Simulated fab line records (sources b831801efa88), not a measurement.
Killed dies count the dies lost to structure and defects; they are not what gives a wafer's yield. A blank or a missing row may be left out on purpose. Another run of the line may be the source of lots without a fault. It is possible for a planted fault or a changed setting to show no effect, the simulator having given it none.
Matching of chambers    flow gf180mcu    cmp-02 running GF_V4_CMP_04: 4 sister chambers
The step polishes SiO2. 4 wafers are shown with their chamber, then 7 later ones without.

## EACH WAFER AND ITS CHAMBER
wafer   chamber  motor current A (A)
L387.2  0        12.7
L387.3  3        12.4
L393.3  1        13.2
L393.4  2        13.4

## WAFERS MISSING THEIR CHAMBER
wafer   motor current A (A)
L393.5  12.6
L401.1  12.7
L401.3  13.5
L401.6  13.5
L403.1  13.2
L403.2  13.7
L403.6  12.6

## EACH ONE'S CHAMBER
wafer   from the rows above      in truth
L393.5  can't be placed: 0 or 3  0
L401.1  0                        0
L401.3  can't be placed: 2 or 1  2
L401.6  can't be placed: 2 or 1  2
L403.1  can't be placed: 1 or 2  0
L403.2  can't be placed: 2 or 1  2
L403.6  can't be placed: 0 or 3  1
1 of 7 placed correctly. Can't be placed from these rows: 6 (the true chamber is among the candidates in 4). Placed wrongly: 0.
How it was worked out, from the rows above alone: a wafer's distance from a chamber is the root of the sum, over the readings, of the square of ((its reading less the chamber's mean) divided by the reading's scatter). The wafer belongs to the nearest chamber; if the next one is less than 2 further off, it can't be placed. Each chamber's mean is taken over the wafers shown for it. The scatter (one wafer shown for each chamber): square how far every hidden wafer sits from the nearest shown wafer, average those squares and take the square root.
